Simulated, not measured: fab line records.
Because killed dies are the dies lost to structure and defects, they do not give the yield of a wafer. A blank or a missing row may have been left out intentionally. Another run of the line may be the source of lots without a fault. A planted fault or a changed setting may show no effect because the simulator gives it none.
Matching of chambers	flow gf180mcu	pecvd-01 running GF_PASSIVATION_CVD_00: 3 sister chambers
The step deposits SiO2 from TEOS, target thk 1000 nm, time 111.95 s. 6 wafers are shown with their chamber, then 7 later ones without.

WAFERS WITH THEIR CHAMBER
wafer	chamber	heater-power-w (W)
L105.4	1	696
L111.3	1	586
L111.5	0	648
L111.6	2	721
L113.1	2	690
L113.2	0	575

WAFERS WITH NO CHAMBER GIVEN
wafer	heater-power-w (W)
L113.4	696
L120.1	648
L120.2	705
L120.6	705
L121.1	528
L121.2	688
L121.3	571

EACH ONE'S CHAMBER
wafer	from the rows above	in truth
L113.4	can't be placed: 2 or 1 or 0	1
L120.1	can't be placed: 1 or 0 or 2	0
L120.2	can't be placed: 2 or 1 or 0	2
L120.6	can't be placed: 2 or 1 or 0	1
L121.1	can't be placed: 0 or 1 or 2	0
L121.2	can't be placed: 2 or 1 or 0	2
L121.3	can't be placed: 0 or 1 or 2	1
Correctly placed: 0 of 7. Unplaceable from these rows: 7, with the true chamber sitting among the candidates in 7. Placed wrongly: 0.
How it was worked out, from the rows above alone: a wafer's distance from a chamber is the root of the sum, over the readings, of the square of ((its reading less the chamber's mean) divided by the reading's scatter). If the next closest chamber is less than 2 further off than the closest, the wafer can't be placed; otherwise it belongs to the closest. A chamber's mean is the mean of its shown wafers. The scatter is the square root of a quotient: the sum, over the shown wafers, of each reading's squared deviation from its chamber's mean, divided by wafers minus chambers.
